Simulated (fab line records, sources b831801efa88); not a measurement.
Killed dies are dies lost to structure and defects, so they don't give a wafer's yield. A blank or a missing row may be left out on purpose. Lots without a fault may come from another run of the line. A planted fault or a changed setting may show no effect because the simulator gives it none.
Which tool did it? | flow sky130 | 6 lots, 18 wafers sampled, at 2 steps of a route of 708

WHAT THE GAUGES READ, wafer by wafer
SKY_VT_ADJUST_HVTP_OVL_MEAS_08.
lot  | measured     | on         | VT_ADJUST_HVTP_OVL (nm)
L364 | day 6 14:07  | overlay-02 | 1.8 3.0 2.5
L368 | day 7 15:46  | overlay-01 | -0.2 -0.7 -1.1
L372 | day 8 14:13  | overlay-02 | -1.3 -2.8 -1.1
L375 | day 9 11:30  | overlay-01 | -0.6 -1.0 -0.5
L381 | day 11 07:27 | overlay-02 | -1.9 0.5 1.3
L384 | day 11 22:04 | overlay-01 | 2.1 0.3 0.7

WHICH TOOL RAN EACH LOT (tool, then ch and the chambers of the sampled wafers, then the start)
lot  | SKY_NWELL_RTA_28
L364 | rtp_anneal-02 ch 0, day 5 19:58
L368 | rtp_anneal-02 ch 0, day 6 19:33
L372 | rtp_anneal-02 ch 0, day 7 17:36
L375 | rtp_anneal-02 ch 0, day 8 13:44
L381 | rtp_anneal-01 ch 0, day 10 08:59
L384 | rtp_anneal-02 ch 0, day 10 23:28
- SKY_NWELL_RTA_28: time 30 s.

THE ANSWER, worked out from the rows above alone
Rule: what is usual is taken from the lots themselves. Put in order of their means at a reading, lots are off if they are a third of the lots or fewer, leave a main group of 4 or more, and stand apart from it by a gap of 3 or more times the standard deviation of the main group's means; of several such gaps the widest counts. A main group whose means are all the same, to the digits that the tables above print for the reading, isn't used. A lot without any number at a reading at which 4 lots or more have one is off too. The other lots that the step has rows for count as sound.
No lot is off at any reading shown: from this, nothing can be told.

WHAT THE SIMULATOR HAD PUT IN
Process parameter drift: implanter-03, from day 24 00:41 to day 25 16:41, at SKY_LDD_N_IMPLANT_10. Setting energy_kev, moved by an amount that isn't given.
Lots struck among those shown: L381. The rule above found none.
